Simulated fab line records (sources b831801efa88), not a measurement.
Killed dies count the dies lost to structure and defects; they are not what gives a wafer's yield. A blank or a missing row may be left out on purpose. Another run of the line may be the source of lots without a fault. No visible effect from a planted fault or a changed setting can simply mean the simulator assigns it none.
fab line records	flow gf180mcu	part 1 of 2: steps 1 to 24 of 34
record lots=5	wafers=15	last_day=34
route steps=602 shown M1@329 V1@335 M2@362
lots that met no fault: from a run of the same line without faults
start_h: start of the lot's first displayed wafer, in hours after the record's first day	wait_h: hours since the lot's step before	" same as the row above	L1.1+2: several wafers, shown together as one row	- no value present, or no start provided	* or withheld: withheld	< > ~ a bound
route shown NAME@n: NAME is a module with steps in the file, n the number in the route of the first one	usual: average and standard deviation across the fault-free wafers	same: alike in all rows	chamber/n: place in a boat	sites: readings site by site	_std_site: the standard deviation of these	_edge_site: outer sites' mean less inner sites'	radius_mm: for every site, how far away it sits from the centre of the wafer	mask NAME#n: copy n	behind: the tool/chamber that last shaped the wafer	hold: reason for holding the lot/hours on hold/outcome of the hold	device: names the non-switching transistor (n, p or np)	end of line: the route-end tests of the same wafers	step lacking rows: just its recipe	killed: the dies lost at the first sort to structure and to defects; this is not the yield of the wafer	map: a wafer's dies, marking killed ones x, the rest . and places with no die _
set.NAME: the setting as run; set.NAME@STEP: as run at that earlier step	model.NAME: the simulator's own value behind a step, which no gauge read
lots seen at some steps along the route; tables by step, rows by wafer
services: the hour from which a tool's chamber was out of use, counted from the record's first day as start_h (under 0 if before that day), plus the number of hours and why
## steps
# step GF_M1_CD_MEAS_14
# recipe target_cd_nm=230
# usual cd_nm=229.9/1.2
lot.wafer	tool	chamber	start_h	wait_h	cd_nm
L081.4	cd_sem-01	-	464.07	0.1	230.9
L081.5	"	-	"	"	230.2
L081.6	"	-	"	"	230.4
L082.2	cd_sem-01	-	468.14	0.1	232.1
L082.4	"	-	"	"	232.6
L082.6	"	-	"	"	232.4
L085.1	cd_sem-01	-	493.48	0.2	229.0
L085.2	"	-	"	"	228.5
L085.5	"	-	"	"	228.0
L087.1	cd_sem-02	-	503.07	0.1	228.6
L087.5	"	-	"	"	228.7
L087.6	"	-	"	"	229.1
L094.2	cd_sem-02	-	563.18	0.1	230.2
L094.3	"	-	"	"	229.2
L094.5	"	-	"	"	229.2
# step GF_M1_OVL_MEAS_15
# usual M1_OVL=-1/5.4
lot.wafer	tool	chamber	start_h	wait_h	M1_OVL[nm]
L081.4	overlay-01	-	464.15	0.1	-8
L081.5	"	-	"	"	-7
L081.6	"	-	"	"	-9
L082.2	overlay-01	-	468.24	0.1	-5
L082.4	"	-	"	"	-6
L082.6	"	-	"	"	1
L085.1	overlay-02	-	493.60	0.1	-6
L085.2	"	-	"	"	-5
L085.5	"	-	"	"	-3
L087.1	overlay-01	-	503.19	0.1	-5
L087.5	"	-	"	"	-6
L087.6	"	-	"	"	6
L094.2	overlay-01	-	563.28	0.1	5
L094.3	"	-	"	"	5
L094.5	"	-	"	"	5
# step GF_M1_METAL_ETCH_16
# recipe chemistry=Cl2/BCl3	mask_material=KrF	target_depth_nm=750.8	stop_on=SiO2	pressure_mtorr=8	icp_w=800	bias_w=140	Cl2_flow_sccm=80	bcl3_flow_sccm=40	time_s=125.1
# usual drypump_motor_current_A=5.7/0.33	oes_product_au=0.991/0.0064	throttle_valve_pct=28.230/0.0094
lot.wafer	tool	chamber	start_h	wait_h	drypump_motor_current_A	oes_product_au	rf_hours_counter_h	throttle_valve_pct
L081.4	rie_metal-01	1	464.21	0.1	5.4	0.989	-	28.231
L081.5	"	0	"	"	6.0	0.986	-	28.228
L081.6	"	1	"	"	5.5	0.987	-	28.245
L082.2	rie_metal-04	0	468.27	0.0	6.2	0.996	11	28.232
L082.4	"	1	"	"	5.2	0.994	-	28.222
L082.6	"	0	"	"	6.2	0.985	-	28.213
L085.1	rie_metal-04	1	493.64	0.0	5.3	0.993	9	28.236
L085.2	"	1	"	"	5.3	0.995	-	28.231
L085.5	"	1	"	"	5.3	0.998	-	28.244
L087.1	rie_metal-03	1	503.22	0.0	5.9	0.995	9	28.226
L087.5	"	0	"	"	5.6	0.986	-	28.238
L087.6	"	1	"	"	5.9	0.989	-	28.227
L094.2	rie_metal-04	1	563.31	0.0	5.2	0.997	11	28.223
L094.3	"	1	"	"	5.2	0.989	-	28.230
L094.5	"	0	"	"	6.2	0.990	-	28.253
# step GF_M1_STRIP_17
# recipe chemistry=O2/N2	power_w=1400	pressure_mtorr=1500	platen_temp_c=250	o2_flow_sccm=3000	n2_flow_sccm=300	overash_fraction=0.5
# usual drypump_motor_current_A=5.76/0.2	heater_power_w=338/32	oes_product_au=0.537/0.0048	strip_time_to_endpoint_s=7.37/0.056
lot.wafer	tool	chamber	start_h	wait_h	drypump_motor_current_A	heater_power_w	oes_product_au	rf_hours_counter_h	strip_time_to_endpoint_s
L081.4	plasma_asher-02	0	464.33	0.1	5.66	321	0.535	-	7.43
L081.5	"	1	"	"	5.85	333	0.538	-	7.43
L081.6	"	0	"	"	5.69	317	0.541	-	7.42
L082.2	plasma_asher-02	0	468.40	0.1	5.65	320	0.536	38	7.38
L082.4	"	0	"	"	5.67	314	0.540	-	7.34
L082.6	"	1	"	"	5.88	329	0.532	-	7.39
L085.1	plasma_asher-03	0	493.89	0.2	5.67	388	0.531	5	7.31
L085.2	"	1	"	"	5.64	362	0.540	5	7.31
L085.5	"	1	"	"	5.66	357	0.537	-	7.32
L087.1	plasma_asher-02	1	503.35	0.1	5.88	334	0.533	42	7.32
L087.5	"	1	"	"	5.93	330	0.543	-	7.42
L087.6	"	0	"	"	5.68	317	0.537	-	7.30
L094.2	plasma_asher-03	0	563.44	0.1	5.69	389	0.533	12	7.30
L094.3	"	1	"	"	5.68	354	0.533	-	7.29
L094.5	"	1	"	"	5.67	365	0.538	-	7.38
# step GF_M1_STRIP_18
# recipe chemistry=post_etch_residue_remover	time_s=1200	temp_c=72.5
# usual bath_guard_temp_C=72.5/0.58
lot.wafer	tool	chamber	start_h	wait_h	bath_guard_temp_C
L081.4	wet_bench-03	3	464.39	0.0	72.5
L081.5	"	3	"	"	72.3
L081.6	"	3	"	"	72.4
L082.2	wet_bench-02	0	468.50	0.1	72.9
L082.4	"	0	"	"	72.2
L082.6	"	0	"	"	72.9
L085.1	wet_bench-01	2	493.99	0.1	72.1
L085.2	"	2	"	"	72.0
L085.5	"	2	"	"	71.9
L087.1	wet_bench-02	2	503.45	0.1	73.8
L087.5	"	2	"	"	73.6
L087.6	"	2	"	"	73.5
L094.2	wet_bench-02	0	563.54	0.1	72.5
L094.3	"	0	"	"	72.6
L094.5	"	0	"	"	72.1
# step GF_M1_CLEAN_19
# recipe chemistry=DIW	dry=n2_spin
lot.wafer	tool	chamber	start_h	wait_h
L081.4+5+6	wet_bench-01	3	464.73	0.0
L082.2+4+6	wet_bench-03	1	468.85	0.0
L085.1+2+5	wet_bench-02	1	494.34	0.0
L087.1+5+6	wet_bench-03	1	503.80	0.0
L094.2+3+5	wet_bench-03	2	563.88	0.0
# step GF_V1_CVD_00
# recipe material=SiO2	target_thk_nm=600	sigma_open_frac=0.3	temp_c=400	time_s=100	sih4_flow_sccm=60	pressure_mtorr=6
# usual susceptor_temp_C=399.99/0.2
lot.wafer	tool	chamber	start_h	wait_h	susceptor_temp_C
L081.4	hdpcvd-01	1	464.87	0.0	399.74
L081.5	"	2	"	"	399.96
L081.6	"	0	"	"	399.94
L082.2	hdpcvd-02	0	468.95	0.0	400.13
L082.4	"	0	"	"	400.16
L082.6	"	1	"	"	400.36
L085.1	hdpcvd-02	0	494.43	0.0	400.16
L085.2	"	1	"	"	399.67
L085.5	"	1	"	"	400.06
L087.1	hdpcvd-02	2	503.89	0.0	399.98
L087.5	"	1	"	"	399.95
L087.6	"	2	"	"	400.28
L094.2	hdpcvd-01	2	563.97	0.0	399.86
L094.3	"	1	"	"	399.98
L094.5	"	0	"	"	399.96
# step GF_V1_THK_MEAS_01
# recipe reads=SiO2_of_V1_CVD_00
# usual V1_CVD_00_THK=600/7.7
lot.wafer	tool	chamber	start_h	wait_h	V1_CVD_00_THK[nm]
L081.4	film_metro-02	-	464.94	0.0	601
L081.5	"	-	"	"	612
L081.6	"	-	"	"	618
L082.2	film_metro-02	-	469.03	0.0	595
L082.4	"	-	"	"	596
L082.6	"	-	"	"	592
L085.1	film_metro-02	-	494.50	0.0	596
L085.2	"	-	"	"	592
L085.5	"	-	"	"	588
L087.1	film_metro-03	-	503.96	0.0	596
L087.5	"	-	"	"	588
L087.6	"	-	"	"	598
L094.2	film_metro-02	-	564.06	0.0	601
L094.3	"	-	"	"	602
L094.5	"	-	"	"	607
# step GF_V1_CVD_02
# recipe material=SiO2	target_thk_nm=850	precursor=TEOS	temp_c=400	time_s=94.851	rf_w=600
# usual heater_power_w=653/100	susceptor_temp_C=399.99/0.22
lot.wafer	tool	chamber	start_h	wait_h	heater_power_w	susceptor_temp_C
L081.4	pecvd-03	0	465.00	0.1	630	399.88
L081.5	"	1	"	"	634	399.83
L081.6	"	2	"	"	665	400.23
L082.2	pecvd-02	1	469.08	0.0	474	399.91
L082.4	"	1	"	"	519	399.99
L082.6	"	1	"	"	536	400.17
L085.1	pecvd-03	1	494.56	0.1	561	399.65
L085.2	"	2	"	"	706	399.99
L085.5	"	0	"	"	605	399.83
L087.1	pecvd-03	1	504.02	0.1	635	399.87
L087.5	"	1	"	"	516	399.85
L087.6	"	2	"	"	812	400.09
L094.2	pecvd-01	2	564.11	0.0	744	399.56
L094.3	"	0	"	"	628	400.14
L094.5	"	1	"	"	676	400.48
# step GF_V1_THK_MEAS_03
# recipe reads=SiO2_of_V1_CVD_02
# usual V1_CVD_02_THK=853/11
lot.wafer	tool	chamber	start_h	wait_h	V1_CVD_02_THK[nm]
L081.4	film_metro-01	-	465.07	0.0	863
L081.5	"	-	"	"	854
L081.6	"	-	"	"	863
L082.2	film_metro-02	-	469.19	0.1	835
L082.4	"	-	"	"	854
L082.6	"	-	"	"	855
L085.1	film_metro-03	-	494.63	0.0	844
L085.2	"	-	"	"	840
L085.5	"	-	"	"	858
L087.1	film_metro-01	-	504.09	0.0	852
L087.5	"	-	"	"	860
L087.6	"	-	"	"	861
L094.2	film_metro-03	-	564.19	0.0	837
L094.3	"	-	"	"	850
L094.5	"	-	"	"	859
# step GF_V1_CMP_04
# recipe material=SiO2	down_force_psi=4	platen_rpm=60	pad_velocity_m_s=0.94248
# usual motor_current_A=11.3/0.91	slurry_flow_ml_min=150.0/0.47	time_to_endpoint_s=83/5.5
lot.wafer	tool	chamber	start_h	wait_h	motor_current_A	slurry_flow_ml_min	time_to_endpoint_s
L081.4	cmp-02	1	465.15	0.1	11.4	149.5	88
L081.6	"	0	"	"	10.2	150.2	92
L081.5	"	1	"	"	11.1	150.1	86
L082.2	cmp-02	1	469.45	0.2	11.8	149.8	78
L082.4	"	3	"	"	11.1	150.7	88
L082.6	"	2	"	"	9.6	150.1	78
L085.1	cmp-02	1	494.74	0.1	11.9	150.3	79
L085.2	"	3	"	"	11.7	149.4	73
L085.5	"	1	"	"	11.4	150.0	85
L087.1	cmp-02	0	504.15	0.1	10.7	151.1	83
L087.6	"	0	"	"	11.1	150.7	87
L087.5	"	1	"	"	11.8	149.5	86
L094.2	cmp-02	0	564.24	0.0	10.8	150.3	78
L094.3	"	1	"	"	11.5	149.2	82
L094.5	"	0	"	"	10.6	150.3	86
# step GF_V1_BOW_MEAS_05
# recipe mode=bow
# usual V1_BOW=82/8.1
lot.wafer	tool	chamber	start_h	wait_h	V1_BOW[um]
L081.4	film_metro-03	-	465.46	0.3	87
L081.5	"	-	"	"	99
L081.6	"	-	"	"	89
L082.2	film_metro-02	-	469.77	0.3	89
L082.4	"	-	"	"	71
L082.6	"	-	"	"	68
L085.1	film_metro-02	-	494.99	0.2	82
L085.2	"	-	"	"	80
L085.5	"	-	"	"	98
L087.1	film_metro-02	-	504.45	0.2	93
L087.5	"	-	"	"	92
L087.6	"	-	"	"	91
L094.2	film_metro-02	-	564.56	0.3	98
L094.3	"	-	"	"	87
L094.5	"	-	"	"	92
# step GF_V1_DEHYDRATE_06
# recipe temp_c=200	time_s=60
# usual resist_line_temp_C=22.99/0.11
lot.wafer	tool	chamber	start_h	wait_h	resist_line_temp_C
L081.4	litho_track-04	0	476.78	11.3	23.09
L081.5	"	0	"	"	22.95
L081.6	"	0	"	"	23.13
L082.2	litho_track-02	0	481.58	11.8	22.95
L082.4	"	0	"	"	22.93
L082.6	"	0	"	"	23.03
L085.1	litho_track-04	0	506.01	11.0	22.88
L085.2	"	0	"	"	22.86
L085.5	"	0	"	"	22.88
L087.1	litho_track-02	0	515.36	10.9	22.94
L087.5	"	0	"	"	22.85
L087.6	"	0	"	"	23.04
L094.2	litho_track-03	0	574.40	9.8	23.06
L094.3	"	0	"	"	23.01
L094.5	"	0	"	"	23.02
# step GF_V1_HMDS_07
# recipe prime_time_s=60	prime_temp_c=120
# usual resist_line_temp_C=23.00/0.11
# same prime_time_s=60
lot.wafer	tool	chamber	start_h	wait_h	resist_line_temp_C
L081.4	litho_track-04	0	476.93	0.1	23.04
L081.5	"	0	"	"	22.91
L081.6	"	0	"	"	22.95
L082.2	litho_track-02	0	481.73	0.1	23.15
L082.4	"	0	"	"	23.02
L082.6	"	0	"	"	23.17
L085.1	litho_track-04	0	506.16	0.1	22.96
L085.2	"	0	"	"	22.97
L085.5	"	0	"	"	22.92
L087.1	litho_track-02	0	515.51	0.1	23.16
L087.5	"	0	"	"	23.11
L087.6	"	0	"	"	22.89
L094.2	litho_track-03	0	574.55	0.1	23.24
L094.3	"	0	"	"	23.05
L094.5	"	0	"	"	23.10
# step GF_V1_COAT_08
# recipe resist=BARC	temp_c=withheld	time_s=withheld	spin_rpm=withheld	resist_thk_nm=withheld
# usual resist_line_temp_C=*
lot.wafer	tool	chamber	start_h	wait_h	resist_line_temp_C
L081.4	litho_track-04	0	477.08	0.1	*
L081.5	"	0	"	"	*
L081.6	"	0	"	"	*
L082.2	litho_track-02	0	481.88	0.1	*
L082.4	"	0	"	"	*
L082.6	"	0	"	"	*
L085.1	litho_track-04	0	506.31	0.1	*
L085.2	"	0	"	"	*
L085.5	"	0	"	"	*
L087.1	litho_track-02	0	515.66	0.1	*
L087.5	"	0	"	"	*
L087.6	"	0	"	"	*
L094.2	litho_track-03	0	574.70	0.1	*
L094.3	"	0	"	"	*
L094.5	"	0	"	"	*
# step GF_V1_COAT_09
# recipe resist=KrF	spin_rpm=withheld	resist_thk_nm=1000
# usual resist_line_temp_C=22.99/0.12
lot.wafer	tool	chamber	start_h	wait_h	resist_line_temp_C
L081.4	litho_track-04	0	-	-	23.10
L081.5	"	0	"	"	23.21
L081.6	"	0	"	"	23.13
L082.2	litho_track-02	0	-	-	22.63
L082.4	"	0	"	"	22.90
L082.6	"	0	"	"	22.76
L085.1	litho_track-04	0	-	-	23.18
L085.2	"	0	"	"	23.08
L085.5	"	0	"	"	22.91
L087.1	litho_track-02	0	-	-	23.09
L087.5	"	0	"	"	23.11
L087.6	"	0	"	"	23.09
L094.2	litho_track-03	0	-	-	22.98
L094.3	"	0	"	"	23.10
L094.5	"	0	"	"	22.84
# step GF_V1_SOFTBAKE_10
# recipe temp_c=130	time_s=60	resist=KrF
# usual resist_line_temp_C=23.01/0.11
lot.wafer	tool	chamber	start_h	wait_h	resist_line_temp_C
L081.4	litho_track-04	0	-	-	23.13
L081.5	"	0	"	"	23.01
L081.6	"	0	"	"	23.19
L082.2	litho_track-02	0	-	-	23.04
L082.4	"	0	"	"	22.92
L082.6	"	0	"	"	22.97
L085.1	litho_track-04	0	-	-	22.82
L085.2	"	0	"	"	22.96
L085.5	"	0	"	"	22.94
L087.1	litho_track-02	0	-	-	23.07
L087.5	"	0	"	"	22.87
L087.6	"	0	"	"	23.07
L094.2	litho_track-03	0	-	-	23.00
L094.3	"	0	"	"	23.05
L094.5	"	0	"	"	23.09
# step GF_V1_EXPOSE_11
# recipe mask_id=Via1	target_cd_nm=260	na=0.68	source_shape=conventional	sigma_outer=0.6	dose_mj=38
# usual reticle_temp_C=23.01/0.12
lot.wafer	tool	chamber	start_h	wait_h	mask	reticle_temp_C
L081.4	krf_scanner-01	0	-	-	Via1#0	23.11
L081.5	"	0	"	"	Via1#0	23.03
L081.6	"	0	"	"	Via1#0	23.00
L082.2	krf_scanner-02	0	-	-	Via1#0	22.83
L082.4	"	0	"	"	Via1#0	22.86
L082.6	"	0	"	"	Via1#0	23.19
L085.1	krf_scanner-02	0	-	-	Via1#0	23.12
L085.2	"	0	"	"	Via1#0	22.98
L085.5	"	0	"	"	Via1#0	23.01
L087.1	krf_scanner-01	0	-	-	Via1#0	23.06
L087.5	"	0	"	"	Via1#0	23.08
L087.6	"	0	"	"	Via1#0	23.07
L094.2	krf_scanner-02	0	-	-	Via1#0	23.09
L094.3	"	0	"	"	Via1#0	23.05
L094.5	"	0	"	"	Via1#0	23.03
# step GF_V1_PEB_12
# recipe peb_temp_c=135	peb_time_s=90	resist=KrF
# usual resist_line_temp_C=22.98/0.11
lot.wafer	tool	chamber	start_h	wait_h	resist_line_temp_C
L081.4	litho_track-04	0	-	-	22.99
L081.5	"	0	"	"	23.07
L081.6	"	0	"	"	23.07
L082.2	litho_track-02	0	-	-	22.93
L082.4	"	0	"	"	22.93
L082.6	"	0	"	"	22.91
L085.1	litho_track-03	0	-	-	22.97
L085.2	"	0	"	"	23.04
L085.5	"	0	"	"	23.00
L087.1	litho_track-03	0	-	-	23.07
L087.5	"	0	"	"	23.00
L087.6	"	0	"	"	23.02
L094.2	litho_track-02	0	-	-	23.00
L094.3	"	0	"	"	22.99
L094.5	"	0	"	"	22.83
# step GF_V1_DEVELOP_13
# recipe develop_time_s=60	resist=KrF	dev_temp_c=21
# usual resist_line_temp_C=22.97/0.11
lot.wafer	tool	chamber	start_h	wait_h	resist_line_temp_C
L081.4	litho_track-04	0	489.78	0.1	22.80
L081.5	"	0	"	"	22.74
L081.6	"	0	"	"	22.92
L082.2	litho_track-02	0	493.93	0.2	22.82
L082.4	"	0	"	"	22.88
L082.6	"	0	"	"	22.96
L085.1	litho_track-03	0	518.08	0.2	22.98
L085.2	"	0	"	"	23.00
L085.5	"	0	"	"	22.96
L087.1	litho_track-03	0	527.33	0.2	22.98
L087.5	"	0	"	"	23.04
L087.6	"	0	"	"	23.13
L094.2	litho_track-02	0	585.73	0.2	22.98
L094.3	"	0	"	"	22.94
L094.5	"	0	"	"	23.05
# step GF_V1_CD_MEAS_14
# recipe target_cd_nm=260
# usual cd_nm=260.0/1.2
lot.wafer	tool	chamber	start_h	wait_h	cd_nm
L081.4	cd_sem-01	-	489.92	0.1	259.9
L081.5	"	-	"	"	261.7
L081.6	"	-	"	"	260.1
L082.2	cd_sem-01	-	494.08	0.1	258.9
L082.4	"	-	"	"	259.5
L082.6	"	-	"	"	259.1
L085.1	cd_sem-02	-	518.23	0.1	262.6
L085.2	"	-	"	"	263.2
L085.5	"	-	"	"	263.3
L087.1	cd_sem-01	-	527.48	0.1	261.8
L087.5	"	-	"	"	261.7
L087.6	"	-	"	"	260.8
L094.2	cd_sem-01	-	585.88	0.1	260.9
L094.3	"	-	"	"	260.8
L094.5	"	-	"	"	261.2
# step GF_V1_OVL_MEAS_15
# usual V1_OVL=1/6.6
lot.wafer	tool	chamber	start_h	wait_h	V1_OVL[nm]
L081.4	overlay-02	-	490.00	0.1	10
L081.5	"	-	"	"	7
L081.6	"	-	"	"	4
L082.2	overlay-02	-	494.19	0.1	-4
L082.4	"	-	"	"	5
L082.6	"	-	"	"	-4
L085.1	overlay-02	-	518.35	0.1	7
L085.2	"	-	"	"	4
L085.5	"	-	"	"	2
L087.1	overlay-02	-	527.60	0.1	15
L087.5	"	-	"	"	13
L087.6	"	-	"	"	12
L094.2	overlay-01	-	585.98	0.1	-6
L094.3	"	-	"	"	-12
L094.5	"	-	"	"	-11
# step GF_V1_ETCH_16
# recipe chemistry=N2/H2	target_depth_a=withheld	overetch_a=withheld	time_s=withheld	target=BARC	ion_energy_ev=200	source_w=500	bias_w=100	pressure_mtorr=30	n2_flow_sccm=100	h2_flow_sccm=200
# usual drypump_motor_current_A=5.6/0.43	oes_product_au=0.854/0.0049	throttle_valve_pct=13.224/0.0094
lot.wafer	tool	chamber	start_h	wait_h	drypump_motor_current_A	oes_product_au	throttle_valve_pct
L081.4	rie_diel-01	2	490.01	0.0	5.0	0.855	13.212
L081.5	"	1	"	"	6.1	0.856	13.239
L081.6	"	2	"	"	5.0	0.857	13.216
L082.2	rie_diel-03	1	494.22	0.0	5.5	0.858	13.228
L082.4	"	2	"	"	5.9	0.851	13.234
L082.6	"	3	"	"	5.7	0.849	13.195
L085.1	rie_diel-03	3	518.38	0.0	5.7	0.856	13.223
L085.2	"	1	"	"	5.5	0.859	13.224
L085.5	"	1	"	"	5.5	0.853	13.222
L087.1	rie_diel-03	1	527.63	0.0	5.5	0.854	13.216
L087.5	"	2	"	"	6.0	0.845	13.202
L087.6	"	3	"	"	5.7	0.863	13.221
L094.2	rie_diel-03	3	586.01	0.0	5.7	0.856	13.238
L094.3	"	1	"	"	5.5	0.853	13.223
L094.5	"	3	"	"	5.7	0.860	13.212
# step GF_V1_ETCH_17
# recipe chemistry=C4F8/O2/Ar	mask_material=KrF	target=SiO2	stop_on=TiN	source_w=1500	bias_w=1200	pressure_mtorr=40	c4f8_flow_sccm=withheld	O2_flow_sccm=6	Ar_flow_sccm=300	time_s=withheld	target_depth_a=6300
# usual oes_product_au=0.856/0.005
lot.wafer	tool	chamber	start_h	wait_h	oes_product_au
L081.4	rie_diel-01	2	-	-	0.860
L081.5	"	1	"	"	0.851
L081.6	"	2	"	"	0.858
L082.2	rie_diel-03	1	-	-	0.855
L082.4	"	2	"	"	0.846
L082.6	"	3	"	"	0.853
L085.1	rie_diel-03	3	-	-	0.865
L085.2	"	1	"	"	0.859
L085.5	"	1	"	"	0.868
L087.1	rie_diel-03	1	-	-	0.853
L087.5	"	2	"	"	0.858
L087.6	"	3	"	"	0.854
L094.2	rie_diel-03	3	-	-	0.858
L094.3	"	1	"	"	0.851
L094.5	"	3	"	"	0.847
